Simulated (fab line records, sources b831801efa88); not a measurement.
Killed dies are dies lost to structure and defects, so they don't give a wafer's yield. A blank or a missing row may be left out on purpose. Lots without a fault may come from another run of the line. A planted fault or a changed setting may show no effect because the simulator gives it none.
A sampling plan put to the test | flow sky130 | one fab line, 36 faults that these records tell of, each judged on the records of the lots that it struck; 12 more are left out, because the records don't allow judging them
The plan is the line's own looks: the steps of the route at which a gauge or an inspection reads the wafer and doesn't change it. A look can be judged if struck wafers have a number there and the file gives its usual mean and standard deviation on fault-free wafers. Caught: at a look after the fault's first step, the mean of the struck wafers lies 4 or more of those standard deviations (sigma) from the usual mean. On the tool: the same test on the tool's own readings at the fault's steps. Another recipe on the struck wafers, or a record that is blank for them alone, also counts as caught.

THE FAULTS, as the simulator had put them in
1. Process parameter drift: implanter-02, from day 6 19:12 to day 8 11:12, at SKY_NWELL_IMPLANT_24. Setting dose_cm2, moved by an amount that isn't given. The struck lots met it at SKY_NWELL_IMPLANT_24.
2. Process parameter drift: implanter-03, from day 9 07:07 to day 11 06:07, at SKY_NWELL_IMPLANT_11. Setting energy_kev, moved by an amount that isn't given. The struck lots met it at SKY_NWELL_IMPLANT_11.
3. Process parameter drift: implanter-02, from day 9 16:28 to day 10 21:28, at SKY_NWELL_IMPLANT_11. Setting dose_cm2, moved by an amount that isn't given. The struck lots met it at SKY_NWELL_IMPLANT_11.
4. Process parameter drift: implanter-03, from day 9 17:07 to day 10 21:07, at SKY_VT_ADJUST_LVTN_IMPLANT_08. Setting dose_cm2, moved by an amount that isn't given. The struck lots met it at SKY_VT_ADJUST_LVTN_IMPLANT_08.
5. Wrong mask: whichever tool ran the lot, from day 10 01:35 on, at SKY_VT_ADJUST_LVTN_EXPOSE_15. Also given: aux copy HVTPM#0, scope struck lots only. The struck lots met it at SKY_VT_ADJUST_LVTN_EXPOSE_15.
6. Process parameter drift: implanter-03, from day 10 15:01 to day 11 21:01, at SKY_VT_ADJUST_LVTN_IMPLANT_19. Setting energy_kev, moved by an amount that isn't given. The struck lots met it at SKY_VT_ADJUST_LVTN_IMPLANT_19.
7. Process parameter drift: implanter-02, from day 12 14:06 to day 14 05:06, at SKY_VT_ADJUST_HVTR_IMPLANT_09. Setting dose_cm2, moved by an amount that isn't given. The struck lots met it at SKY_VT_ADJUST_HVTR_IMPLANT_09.
8. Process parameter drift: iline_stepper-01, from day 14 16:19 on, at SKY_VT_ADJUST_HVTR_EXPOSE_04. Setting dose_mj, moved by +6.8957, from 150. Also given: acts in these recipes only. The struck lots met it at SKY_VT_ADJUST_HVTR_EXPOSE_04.
9. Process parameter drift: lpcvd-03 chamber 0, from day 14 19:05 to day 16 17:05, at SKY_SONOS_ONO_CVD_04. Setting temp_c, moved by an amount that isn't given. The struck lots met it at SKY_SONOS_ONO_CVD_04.
10. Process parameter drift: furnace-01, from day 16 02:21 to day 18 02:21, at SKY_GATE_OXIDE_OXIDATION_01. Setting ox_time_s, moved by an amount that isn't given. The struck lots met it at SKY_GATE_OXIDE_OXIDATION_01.
11. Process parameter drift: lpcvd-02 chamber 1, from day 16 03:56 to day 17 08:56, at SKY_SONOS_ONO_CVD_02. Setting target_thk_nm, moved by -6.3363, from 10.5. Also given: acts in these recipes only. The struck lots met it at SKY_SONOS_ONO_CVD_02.
12. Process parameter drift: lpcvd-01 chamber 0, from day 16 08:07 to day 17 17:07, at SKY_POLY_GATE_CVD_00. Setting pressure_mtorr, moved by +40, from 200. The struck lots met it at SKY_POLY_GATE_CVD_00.
13. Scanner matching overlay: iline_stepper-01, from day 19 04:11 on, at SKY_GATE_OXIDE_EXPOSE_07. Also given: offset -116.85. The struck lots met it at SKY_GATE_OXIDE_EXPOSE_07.
14. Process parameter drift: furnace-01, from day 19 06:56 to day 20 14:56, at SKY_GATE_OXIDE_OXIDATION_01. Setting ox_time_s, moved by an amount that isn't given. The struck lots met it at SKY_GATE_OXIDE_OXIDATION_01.
15. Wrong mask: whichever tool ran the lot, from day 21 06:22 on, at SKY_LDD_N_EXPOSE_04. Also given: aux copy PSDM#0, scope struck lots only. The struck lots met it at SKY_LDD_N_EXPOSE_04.
16. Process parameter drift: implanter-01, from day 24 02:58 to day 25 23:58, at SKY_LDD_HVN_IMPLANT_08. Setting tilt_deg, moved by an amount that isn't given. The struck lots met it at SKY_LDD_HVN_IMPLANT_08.
17. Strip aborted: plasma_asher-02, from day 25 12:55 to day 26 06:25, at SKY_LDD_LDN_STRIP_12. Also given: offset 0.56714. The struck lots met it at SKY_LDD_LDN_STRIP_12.
18. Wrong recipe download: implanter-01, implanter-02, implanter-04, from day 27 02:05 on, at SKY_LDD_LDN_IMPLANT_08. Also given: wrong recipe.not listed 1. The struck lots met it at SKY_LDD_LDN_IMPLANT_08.
19. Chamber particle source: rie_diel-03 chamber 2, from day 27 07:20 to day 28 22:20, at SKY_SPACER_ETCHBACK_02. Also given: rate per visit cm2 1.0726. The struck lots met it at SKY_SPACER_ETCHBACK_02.
20. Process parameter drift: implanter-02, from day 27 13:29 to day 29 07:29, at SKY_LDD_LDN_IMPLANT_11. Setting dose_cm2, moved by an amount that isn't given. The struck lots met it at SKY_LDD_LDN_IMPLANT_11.
21. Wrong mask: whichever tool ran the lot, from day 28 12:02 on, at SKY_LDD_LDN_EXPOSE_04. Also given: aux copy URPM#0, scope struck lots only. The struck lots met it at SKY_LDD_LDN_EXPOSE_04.
22. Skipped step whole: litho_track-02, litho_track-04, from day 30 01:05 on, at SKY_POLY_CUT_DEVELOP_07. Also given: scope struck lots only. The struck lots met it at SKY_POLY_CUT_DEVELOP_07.
23. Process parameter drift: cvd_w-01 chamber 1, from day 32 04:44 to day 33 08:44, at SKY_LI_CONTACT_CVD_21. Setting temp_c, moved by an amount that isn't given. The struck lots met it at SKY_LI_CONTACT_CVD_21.
24. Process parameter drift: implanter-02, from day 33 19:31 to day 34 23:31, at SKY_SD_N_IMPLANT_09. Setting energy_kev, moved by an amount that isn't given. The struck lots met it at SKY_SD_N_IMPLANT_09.
25. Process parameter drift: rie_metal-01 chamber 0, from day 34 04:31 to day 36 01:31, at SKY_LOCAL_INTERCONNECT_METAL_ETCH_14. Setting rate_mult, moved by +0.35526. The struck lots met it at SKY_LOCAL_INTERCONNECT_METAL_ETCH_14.
26. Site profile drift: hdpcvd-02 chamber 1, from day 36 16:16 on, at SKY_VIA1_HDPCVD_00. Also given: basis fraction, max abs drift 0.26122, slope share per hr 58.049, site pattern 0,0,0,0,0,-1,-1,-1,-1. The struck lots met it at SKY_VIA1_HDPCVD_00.
27. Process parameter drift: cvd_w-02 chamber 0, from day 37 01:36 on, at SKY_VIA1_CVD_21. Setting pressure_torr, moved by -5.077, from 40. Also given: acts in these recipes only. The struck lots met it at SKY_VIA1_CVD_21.
28. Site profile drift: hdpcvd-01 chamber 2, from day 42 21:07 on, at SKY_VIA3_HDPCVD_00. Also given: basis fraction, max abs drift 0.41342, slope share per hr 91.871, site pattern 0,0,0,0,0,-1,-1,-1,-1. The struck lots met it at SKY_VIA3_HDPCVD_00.
29. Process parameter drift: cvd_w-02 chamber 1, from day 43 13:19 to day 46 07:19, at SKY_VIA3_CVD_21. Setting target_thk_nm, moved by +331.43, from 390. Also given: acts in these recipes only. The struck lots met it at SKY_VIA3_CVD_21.
30. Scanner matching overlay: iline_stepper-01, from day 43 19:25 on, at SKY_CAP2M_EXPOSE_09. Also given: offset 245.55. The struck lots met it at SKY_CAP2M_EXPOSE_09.
31. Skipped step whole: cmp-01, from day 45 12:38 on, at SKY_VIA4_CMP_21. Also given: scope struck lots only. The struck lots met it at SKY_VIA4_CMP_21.
32. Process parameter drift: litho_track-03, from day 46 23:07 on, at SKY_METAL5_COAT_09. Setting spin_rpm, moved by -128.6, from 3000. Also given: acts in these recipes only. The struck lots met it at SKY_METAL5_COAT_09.
33. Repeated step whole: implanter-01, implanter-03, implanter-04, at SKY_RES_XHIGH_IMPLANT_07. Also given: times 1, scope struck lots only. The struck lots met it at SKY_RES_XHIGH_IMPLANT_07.
34. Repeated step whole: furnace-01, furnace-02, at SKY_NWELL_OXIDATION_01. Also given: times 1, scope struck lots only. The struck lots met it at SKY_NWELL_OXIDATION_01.
35. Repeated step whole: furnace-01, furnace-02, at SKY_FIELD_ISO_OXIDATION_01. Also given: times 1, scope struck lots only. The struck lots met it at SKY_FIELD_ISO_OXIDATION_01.
36. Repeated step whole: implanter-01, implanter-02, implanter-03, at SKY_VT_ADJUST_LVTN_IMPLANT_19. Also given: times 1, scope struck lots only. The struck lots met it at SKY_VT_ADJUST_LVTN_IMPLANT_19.

WHAT THE PLAN SAW
fault | on the tool itself                   | first look that catches it                      | reading, sigma                    | median hours from its first step to that look | hours from the fault's start to the first struck lot there | judged looks passed uncaught
1     | dose_ions_cm2 +99 or beyond sigma    | SKY_NWELL_TW_MEAS_26                            | NWELL_2_TW +6.3                   | 0.2                                           | 6                                                          | 0
2     | beam_energy_keV -99 or beyond sigma  | SKY_NWELL_RS_MEAS_29                            | NWELL_RS +5.4                     | 23.4                                          | 27                                                         | 0
3     | dose_ions_cm2 +17 sigma              | SKY_NWELL_RS_MEAS_29                            | NWELL_RS -5.4                     | 24.4                                          | 36                                                         | 1
4     | dose_ions_cm2 -99 or beyond sigma    | SKY_VT_ADJUST_LVTN_TW_MEAS_10                   | VT_ADJUST_LVTN_TW -15             | 0.2                                           | 2                                                          | 0
5     | no reading that can be judged        | SKY_VT_ADJUST_LVTN_TW_MEAS_21                   | VT_ADJUST_LVTN_2_TW -99 or beyond | 11.4                                          | 12                                                         | 0
6     | beam_energy_keV +57 sigma            | no look after it can be judged                  | -                                 | -                                             | -                                                          | 0
7     | dose_ions_cm2 -99 or beyond sigma    | SKY_VT_ADJUST_HVTR_TW_MEAS_11                   | VT_ADJUST_HVTR_TW -18             | 0.2                                           | 2                                                          | 0
8     | exposure_dose_mJ_cm2 +53 sigma       | SKY_VT_ADJUST_HVTR_CD_MEAS_07                   | cd_nm +4.2                        | 13.2                                          | 17                                                         | 0
9     | susceptor_temp_C +99 or beyond sigma | SKY_SONOS_ONO_THK_MEAS_05                       | SONOS_ONO_CVD_04_THK +38          | 1.9                                           | 7                                                          | 0
10    | under 2 sigma                        | SKY_GATE_OXIDE_THK_MEAS_02                      | GATE_OXIDE_OXIDATION_00_THK +6.6  | 1.4                                           | 10                                                         | 0
11    | under 2 sigma                        | SKY_SONOS_ONO_THK_MEAS_03                       | SONOS_ONO_CVD_02_THK -41          | 1.1                                           | 4                                                          | 0
12    | pressure_mtorr +99 or beyond sigma   | SKY_POLY_GATE_THK_MEAS_01                       | POLY_GATE_CVD_00_THK +13          | 1.2                                           | 22                                                         | 0
13    | under 2 sigma                        | SKY_GATE_OXIDE_OVL_MEAS_10                      | GATE_OXIDE_OVL -99 or beyond      | 15.4                                          | 20                                                         | 0
14    | no reading that can be judged        | SKY_GATE_OXIDE_THK_MEAS_02                      | GATE_OXIDE_OXIDATION_00_THK -5.4  | 1.4                                           | 11                                                         | 0
15    | no reading that can be judged        | SKY_LDD_N_TW_MEAS_17                            | LDD_N_TW -99 or beyond            | 16.4                                          | 17                                                         | 0
16    | tilt_deg -99 or beyond sigma         | SKY_LDD_HVN_TW_MEAS_10                          | LDD_HVN_TW -12                    | 0.2                                           | 9                                                          | 0
17    | oes_product_au +55 sigma             | not the one look that can be judged after it    | -                                 | -                                             | -                                                          | 1
18    | under 2 sigma                        | SKY_LDD_LDN_TW_MEAS_13                          | LDD_LDN_TW -7.7                   | 0.7                                           | 4                                                          | 0
19    | under 2 sigma                        | none of the 2 looks that can be judged after it | -                                 | -                                             | -                                                          | 2
20    | dose_ions_cm2 -99 or beyond sigma    | SKY_LDD_LDN_TW_MEAS_13                          | LDD_LDN_TW -6.3                   | 0.2                                           | 7                                                          | 0
21    | no reading that can be judged        | SKY_LDD_LDN_TW_MEAS_13                          | LDD_LDN_TW -99 or beyond          | 14.9                                          | 19                                                         | 0
22    | no reading that can be judged        | no look after it can be judged                  | -                                 | -                                             | -                                                          | 0
23    | susceptor_temp_C +25 sigma           | SKY_LI_CONTACT_RS_MEAS_22                       | LI_CONTACT_W_RS -9.8              | 0.1                                           | 4                                                          | 0
24    | beam_energy_keV +99 or beyond sigma  | SKY_SD_N_RS_MEAS_16                             | SD_N_RS -24                       | 0.7                                           | 10                                                         | 0
25    | under 2 sigma                        | no look after it can be judged                  | -                                 | -                                             | -                                                          | 0
26    | no reading that can be judged        | SKY_VIA1_THK_MEAS_01                            | VIA1_HDPCVD_THK -12               | 0.1                                           | 1                                                          | 0
27    | chamber_pressure_Torr -52 sigma      | SKY_VIA1_RS_MEAS_22                             | VIA1_W_RS +5.7                    | 0.1                                           | 1                                                          | 0
28    | no reading that can be judged        | SKY_VIA3_THK_MEAS_01                            | VIA3_HDPCVD_THK -14               | 0.2                                           | 20                                                         | 0
29    | under 2 sigma                        | SKY_VIA3_RS_MEAS_22                             | VIA3_W_RS -50                     | 0.1                                           | 4                                                          | 0
30    | no reading that can be judged        | SKY_CAP2M_OVL_MEAS_12                           | CAP2M_OVL +99 or beyond           | 11.0                                          | 12                                                         | 0
31    | no reading that can be judged        | no look after it can be judged                  | -                                 | -                                             | -                                                          | 0
32    | spin_speed_rpm -75 sigma             | no look after it can be judged                  | -                                 | -                                             | -                                                          | 0
33    | under 2 sigma                        | SKY_RES_XHIGH_TW_MEAS_09                        | RES_XHIGH_TW +28                  | 0.5                                           | -                                                          | 0
34    | under 2 sigma                        | SKY_NWELL_THK_MEAS_02                           | NWELL_OXIDATION_THK +39           | 3.5                                           | -                                                          | 0
35    | no reading that can be judged        | SKY_FIELD_ISO_THK_MEAS_02                       | FIELD_ISO_OXIDATION_00_THK +32    | 4.3                                           | -                                                          | 0
36    | under 2 sigma                        | SKY_VT_ADJUST_LVTN_TW_MEAS_21                   | VT_ADJUST_LVTN_2_TW +30           | 0.6                                           | -                                                          | 0
A dash: the fault isn't caught, or these records don't give the number.

Caught at a look: 29 of 36. Caught on the tool: 16 of 36. By one or the other: 32 of 36.
Caught on the tool alone: faults 6, 17, 32.
Caught at a look alone: faults 5, 10, 11, 13, 14, 15, 18, 21, 26, 28, 29, 30, 33, 34, 35, 36.
Caught by neither: faults 19, 22, 25, 31.

THINNER SAMPLING
If the look that catches a fault measured only every second or every third lot, by lot number, the first struck lot would be measured this late in the worst case:
fault | struck lots at that look, in order of time | every lot | every second lot | every third lot
1     | L183, L184, L186                           | 6 h       | 16 h             | may miss all 3
2     | L457, L458                                 | 27 h      | 41 h             | may miss all 2
3     | L746, L747                                 | 36 h      | 37 h             | may miss all 2
4     | L789, L792, L791                           | 2 h       | 20 h             | may miss all 3
5     | L672                                       | 12 h      | may miss it      | may miss it
7     | L778, L780, L782                           | 2 h       | may miss all 3   | 27 h
8     | L405, L406, L407                           | 17 h      | 21 h             | 26 h
9     | L794, L793, L795                           | 7 h       | 7 h              | 10 h
10    | L362, L361, L363                           | 10 h      | 10 h             | 10 h
11    | L408                                       | 4 h       | may miss it      | may miss it
12    | L590                                       | 22 h      | may miss it      | may miss it
13    | L800, L802, L803, L805                     | 20 h      | 38 h             | may miss all 4
14    | L872, L873                                 | 11 h      | 30 h             | may miss all 2
15    | L417                                       | 17 h      | may miss it      | may miss it
16    | L446, L447                                 | 9 h       | 10 h             | may miss all 2
18    | L704, L705, L707, L706                     | 4 h       | 5 h              | 24 h
20    | L821, L823                                 | 7 h       | may miss all 2   | may miss all 2
21    | L812                                       | 19 h      | may miss it      | may miss it
23    | L331, L333                                 | 4 h       | may miss all 2   | may miss all 2
24    | L118, L119                                 | 10 h      | 11 h             | may miss all 2
26    | L220, L222                                 | 1 h       | may miss all 2   | may miss all 2
27    | L685, L690                                 | 1 h       | 20 h             | may miss all 2
28    | L977, L979                                 | 20 h      | may miss all 2   | may miss all 2
29    | L788, L789                                 | 4 h       | 28 h             | may miss all 2
30    | L313, L317, L316                           | 12 h      | 30 h             | may miss all 3
Hours are from the fault's start to the first struck lot that is measured. The limit of 4 sigma was tested on all struck wafers together, so one lot alone may lie under it. Other struck lots may not be in these records.

THE LONGEST TIMED WAY FROM STEP TO LOOK
Fault 3: a median of 24.4 hours passes between SKY_NWELL_IMPLANT_11 and SKY_NWELL_RS_MEAS_29. The look between them that can be judged stayed within 4 sigma: SKY_NWELL_OVL_MEAS_23.
